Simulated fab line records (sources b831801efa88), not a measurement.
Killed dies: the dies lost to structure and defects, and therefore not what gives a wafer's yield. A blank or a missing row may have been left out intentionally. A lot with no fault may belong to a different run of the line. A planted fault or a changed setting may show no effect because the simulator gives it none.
Which tool is to blame? | flow sky130 | Sampling: 12 lots, 36 wafers, 5 of 708 route steps

WHAT THE GAUGES READ, wafer by wafer
Not one reading of a measure or inspect step in the record can be checked against a usual standard deviation.

WHAT TOOL EACH LOT RAN ON (gives the tool, then ch and the chambers of the sampled wafers, and finally the start)
lot  | SKY_CONTACT_SPUTTER_23       | SKY_METAL1_ETCH_18                | SKY_VIA1_CMP_24               | SKY_VIA2_CMP_24               | SKY_PAD_OPEN_PROBE_99
L111 | pvd-sputter-01, day 31 11:16 | rie-metal-03 ch 1, day 32 15:25   | cmp-02 ch 0,1,2, day 33 19:42 | cmp-01 ch 1,2,3, day 36 05:44 | -
L112 | pvd-sputter-04, day 31 14:20 | rie-metal-02 ch 0,1, day 32 19:04 | cmp-02 ch 0,1, day 34 00:40   | cmp-02 ch 0,1,3, day 36 09:42 | -
L113 | pvd-sputter-04, day 31 17:34 | rie-metal-02 ch 0,1, day 32 21:31 | cmp-01 ch 0,1,3, day 34 02:54 | cmp-01 ch 0,1,2, day 36 10:44 | -
L114 | pvd-sputter-03, day 32 01:11 | rie-metal-01 ch 0,1, day 33 04:56 | cmp-02 ch 0,1,3, day 34 10:15 | cmp-02 ch 1,2,3, day 36 18:13 | -
L115 | pvd-sputter-01, day 32 15:46 | rie-metal-01 ch 0,1, day 33 19:16 | cmp-02 ch 2,3, day 35 00:57   | cmp-01 ch 1,2,3, day 37 08:18 | -
L116 | pvd-sputter-04, day 33 00:40 | rie-metal-02 ch 0,1, day 34 05:16 | cmp-02 ch 0,1,3, day 35 11:22 | cmp-01 ch 2,3, day 37 17:31   | -
L118 | pvd-sputter-03, day 33 08:44 | rie-metal-03 ch 0,1, day 34 12:50 | cmp-01 ch 1,2,3, day 35 18:12 | cmp-02 ch 0,1,2, day 38 01:46 | -
L119 | pvd-sputter-01, day 33 23:22 | rie-metal-01 ch 0,1, day 35 03:53 | cmp-02 ch 0,2, day 36 08:40   | cmp-01 ch 0,1, day 38 15:10   | prober-01, day 49 15:03
L126 | pvd-sputter-01, day 37 16:29 | rie-metal-03 ch 0,1, day 38 19:32 | cmp-02 ch 0,3, day 39 23:43   | cmp-01 ch 0,1,2, day 42 02:25 | -
L128 | pvd-sputter-04, day 37 18:01 | rie-metal-02 ch 0,1, day 38 20:55 | cmp-01 ch 1,2,3, day 40 00:17 | cmp-01 ch 0,1,2, day 42 03:49 | -
L129 | pvd-sputter-01, day 37 22:50 | rie-metal-01 ch 0, day 39 02:12   | cmp-01 ch 0,1,2, day 40 05:26 | cmp-02 ch 0,1,2, day 42 09:24 | -
L131 | pvd-sputter-04, day 38 06:01 | rie-metal-03 ch 0,1, day 39 08:50 | cmp-02 ch 1,2, day 40 11:55   | cmp-02 ch 2,3, day 42 14:40   | -
- SKY_CONTACT_SPUTTER_23: material TiN, target thk 20 nm, time 80 s.
- SKY_METAL1_ETCH_18: etches BARC in N2/H2, stops on SiO2, time 45.9 s, target depth 60 nm.
- SKY_VIA1_CMP_24: polishes, stops on SiO2, t overpolish 15 s, target thk 0 nm.
- SKY_VIA2_CMP_24: polishes, stops on SiO2, t overpolish 20 s, target thk 0 nm.
- SKY_PAD_OPEN_PROBE_99

AS READ BY THE TOOLS THEMSELVES (means over the sampled wafers that have a number; for cases with no such wafer, the mark the record gives instead)
SKY_CONTACT_SPUTTER_23. Usual: throttle-valve-pct at 29.5 %, with a standard deviation of 1.1.
lot  | tool           | throttle-valve-pct (%) | flag
L111 | pvd-sputter-01 | 28.7                   |
L112 | pvd-sputter-04 | 29.3                   |
L113 | pvd-sputter-04 | 30.1                   |
L114 | pvd-sputter-03 | 29.3                   |
L115 | pvd-sputter-01 | 28.3                   |
L116 | pvd-sputter-04 | 30.3                   |
L118 | pvd-sputter-03 | 29.6                   |
L119 | pvd-sputter-01 | 28.7                   |
L126 | pvd-sputter-01 | 29.3                   |
L128 | pvd-sputter-04 | 29.3                   |
L129 | pvd-sputter-01 | 28.7                   |
L131 | pvd-sputter-04 | 30.3                   |

SKY_METAL1_ETCH_18. Usual: bias-w 100.0 W, standard deviation 0.31; drypump-motor-current-A 5.84 A, standard deviation 0.3; oes-product-au 0.854 a.u., standard deviation 0.005; throttle-valve-pct 13.224 %, standard deviation 0.0094.
lot  | tool         | bias-w (W) | drypump-motor-current-A (A) | oes-product-au (a.u.) | throttle-valve-pct (%) | flag
L111 | rie-metal-03 | 100.1      | 6.18                        | 0.854                 | 13.231                 |
L112 | rie-metal-02 | 99.9       | 5.67                        | 0.853                 | 13.227                 |
L113 | rie-metal-02 | 99.9       | 5.80                        | 0.857                 | 13.224                 |
L114 | rie-metal-01 | 100.0      | 5.99                        | 0.851                 | 13.217                 |
L115 | rie-metal-01 | 100.2      | 5.76                        | 0.852                 | 13.224                 |
L116 | rie-metal-02 | 99.8       | 5.80                        | 0.858                 | 13.217                 |
L118 | rie-metal-03 | 99.8       | 6.07                        | 0.850                 | 13.228                 |
L119 | rie-metal-01 | 99.8       | 5.99                        | 0.855                 | 13.215                 |
L126 | rie-metal-03 | 100.2      | 5.89                        | 0.855                 | 13.233                 |
L128 | rie-metal-02 | 100.1      | 5.81                        | 0.852                 | 13.228                 |
L129 | rie-metal-01 | 99.7       | 5.52                        | 0.853                 | 13.220                 |
L131 | rie-metal-03 | 100.1      | 5.89                        | 0.854                 | 13.227                 |

SKY_VIA1_CMP_24. Usual: motor-current-A 11.8 A, standard deviation 1.1; overpolish-run-s 15.001 s, standard deviation 0.0097; time-to-endpoint-s 64 s, standard deviation 3.8.
lot  | tool   | motor-current-A (A) | overpolish-run-s (s) | time-to-endpoint-s (s) | flag
L111 | cmp-02 | 11.7                | 15.004               | 64                     |
L112 | cmp-02 | 13.0                | 14.993               | 60                     |
L113 | cmp-01 | 11.9                | 15.003               | 65                     |
L114 | cmp-02 | 11.9                | 14.999               | 63                     |
L115 | cmp-02 | 11.1                | 14.999               | 68                     |
L116 | cmp-02 | 12.1                | 15.005               | 64                     |
L118 | cmp-01 | 11.7                | 15.010               | 66                     |
L119 | cmp-02 | 11.3                | 15.005               | 61                     |
L126 | cmp-02 | 12.4                | 14.997               | 59                     |
L128 | cmp-01 | 11.9                | 15.006               | 66                     |
L129 | cmp-01 | 12.7                | 14.997               | 66                     |
L131 | cmp-02 | 10.9                | 15.004               | 65                     |

SKY_VIA2_CMP_24. Usual: motor-current-A 11.9 A, standard deviation 1; overpolish-run-s 19.998 s, standard deviation 0.0096; time-to-endpoint-s 100 s, standard deviation 4.8.
lot  | tool   | motor-current-A (A) | overpolish-run-s (s) | time-to-endpoint-s (s) | flag
L111 | cmp-01 | 12.2                | 20.000               | 103                    |
L112 | cmp-02 | 11.9                | 20.009               | 97                     |
L113 | cmp-01 | 12.2                | 19.995               | 99                     |
L114 | cmp-02 | 11.0                | 19.996               | 103                    |
L115 | cmp-01 | 11.6                | 20.005               | 104                    |
L116 | cmp-01 | 11.4                | 20.005               | 102                    |
L118 | cmp-02 | 11.5                | 19.998               | 98                     |
L119 | cmp-01 | 12.6                | 19.997               | 102                    |
L126 | cmp-01 | 12.7                | 19.991               | 54                     | OFF
L128 | cmp-01 | 12.5                | 20.000               | 55                     | OFF
L129 | cmp-02 | 11.9                | 20.006               | 105                    |
L131 | cmp-02 | 10.7                | 19.994               | 106                    |

SKY_PAD_OPEN_PROBE_99. Usual: defect-limited-yield 82.6 %, standard deviation 2; killed_at_M0_to_M3 43, standard deviation 7.3; killed_at_M4_up 3.4, standard deviation 1.7; killed-at-contacts 24, standard deviation 4.5; killed-at-front-end 16, standard deviation 4.4; killed-at-other 0.2, standard deviation 0.51; killed-dies 86, standard deviation 9.7; killed-open 46, standard deviation 6.6; killed-short 39, standard deviation 7.1; sort_bin_3_pad_short 0.9 %, standard deviation 0.45; sort_bin_5_function 10.4 %, standard deviation 1.4; sort_bin_6_memory 6.2 %, standard deviation 1.2; sort-n-pass 406, standard deviation 9.7; sort-yield-pct 82.6 %, standard deviation 2.
lot  | tool      | defect-limited-yield (%) | killed_at_M0_to_M3 | killed_at_M4_up | killed-at-contacts | killed-at-front-end | killed-at-other | killed-dies | killed-open | killed-short | sort_bin_3_pad_short (%) | sort_bin_5_function (%) | sort_bin_6_memory (%) | sort-n-pass | sort-yield-pct (%) | flag
L119 | prober-01 | 82.0                     | 43                 | 3.7             | 29                 | 13                  | 0.0             | 88          | 43          | 45           | 1.3                      | 10.2                    | 6.5                   | 404         | 82.0               |

THE ANSWER, worked out from the rows above alone
Rule: a lot is off if the mean of its wafers that have a number lies more than 3 standard deviations from the usual mean. A lot without any number at a reading at which 4 lots or more have one is off too. The other lots that the step has rows for count as sound. After the gauges, taken in route order, come the tools' own readings; for these a lot's mean is taken, as printed above. At the first step where some lot is off, the reading lying furthest off is the one used; lots without a number count as furthest.
Off: L126, L128, at SKY_VIA2_CMP_24 (time-to-endpoint-s).
If a tool, at that step or one of the process steps before it, ran each lot that is off and ran no sound lot following the first of them, it fits. One fits: SKY_VIA2_CMP_24 on cmp-01. Its last sound lot is L119 (day 38 15:10), its first lot that is off L126 (day 42 02:25): a fault that began between those two fits.
The tool's own readings at SKY_VIA2_CMP_24 bear it out: on the lots that are off they differ by more than 5 times the standard deviation of the sound lots' means. time-to-endpoint-s reads 54 s there against 102 s on the sound lots.

WHAT HAD BEEN PUT IN BY THE SIMULATOR
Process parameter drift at SKY_VIA2_CMP_24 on cmp-01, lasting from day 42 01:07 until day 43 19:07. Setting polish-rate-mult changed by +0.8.
Lots struck among those shown: L126, L128. The rule above reached the same finding.
